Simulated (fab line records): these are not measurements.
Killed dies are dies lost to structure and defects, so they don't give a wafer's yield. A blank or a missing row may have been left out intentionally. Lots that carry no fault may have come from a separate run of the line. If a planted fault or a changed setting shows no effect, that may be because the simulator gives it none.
Shared-tool check    flow gf180mcu    Sampled: 11 lots, 39 wafers

REASON IT WAS OPENED
2 of 11 lots carry a flag on the reading STI_CVD_03_THK at GF_STI_THK_MEAS_04. Wafers without a fault read 207.5 nm, standard deviation 2.1.
Rule: flag the lot when none of its wafers has a number, or when each of its wafers that has one lies beyond 4 standard deviations from that mean. All remaining lots are regarded as sound.

lot   measured     on            STI_CVD_03_THK (nm), wafer by wafer  flag
L122  day 1 22:44  filmMetro-02  205.8 204.7 205.8                    
L123  day 2 04:05  filmMetro-01  211.6 211.4 211.4                    
L125  day 2 09:47  filmMetro-02  206.4 205.7 205.7                    
L129  day 3 05:35  filmMetro-03  115.0 115.3 114.4 115.0 115.4 114.3  FLAGGED
L130  day 3 11:42  filmMetro-02  116.3 114.8 117.5 116.3 114.7 117.4  FLAGGED
L135  day 4 12:18  filmMetro-01  208.3 209.1 207.8                    
L137  day 4 22:16  filmMetro-03  208.7 207.7 208.1                    
L138  day 5 03:34  filmMetro-03  206.4 205.7 205.3                    
L139  day 5 08:35  filmMetro-02  208.0 207.9 206.9                    
L142  day 5 22:35  filmMetro-02  207.6 209.5 208.6                    
L144  day 6 09:28  filmMetro-03  210.2 210.3 211.7                    
On average the flagged lots' numbers are 115.5 nm, which is -92.0 nm against the usual, or -44 standard deviations.

WHICH TOOL EACH LOT WENT THROUGH
The record keeps 1 process step preceding the reading, out of 602 steps on the route. Each cell gives the tool, then ch followed by the chambers the sampled wafers passed through, then the start.
lot   flag     GF_STI_CVD_03
L122           lpcvd-01 ch 0, day 1 20:44
L123           lpcvd-02 ch 0, day 2 02:06
L125           lpcvd-02 ch 0, day 2 07:48
L129  FLAGGED  lpcvd-02 ch 0, day 3 03:34
L130  FLAGGED  lpcvd-02 ch 0, day 3 09:43
L135           lpcvd-01 ch 1, day 4 10:19
L137           lpcvd-01 ch 0, day 4 20:17
L138           lpcvd-01 ch 0, day 5 00:34
L139           lpcvd-01 ch 1, day 5 05:34
L142           lpcvd-01 ch 0, day 5 20:34
L144           lpcvd-02 ch 0, day 6 07:29
What the steps here do:
- GF_STI_CVD_03: deposits Si3N4 from DCS/NH3, target thk 207.16 nm, time 3551 s.
- GF_STI_THK_MEAS_04

FLAGGED OVER TOTAL, TOOL BY TOOL (the gauges that took the reading come last)
step                tool          lots run  flagged  share of the flagged lots  sound lots run after its first flagged lot
GF_STI_CVD_03       lpcvd-01      6         0        none                       -
GF_STI_CVD_03       lpcvd-02      5         2        all                        1 (L144)
GF_STI_THK_MEAS_04  filmMetro-01  2         0        none                       -
GF_STI_THK_MEAS_04  filmMetro-02  5         1        some                       2 (L139,L142)
GF_STI_THK_MEAS_04  filmMetro-03  4         1        some                       3 (L137,L138,L144)

WHAT THE TABLE ALLOWS
All flagged lots share 1 row of the table, namely lpcvd-02 at GF_STI_CVD_03.
- lpcvd-02 at GF_STI_CVD_03: 2 of its 5 lots flagged. Sound lots ran on it after the first flagged one (L144), which a lasting fault on the whole tool wouldn't allow. Its own readings lie more than 4 standard deviations out on every wafer of the flagged lots: spikeTcBottomC, spikeTcCentreC, spikeTcLowerC, spikeTcTopC, spikeTcUpperC, susceptorTempC.
Every row of the table either missed a flagged lot or ran a sound lot after the first.

WHAT THE SIMULATOR PUT IN
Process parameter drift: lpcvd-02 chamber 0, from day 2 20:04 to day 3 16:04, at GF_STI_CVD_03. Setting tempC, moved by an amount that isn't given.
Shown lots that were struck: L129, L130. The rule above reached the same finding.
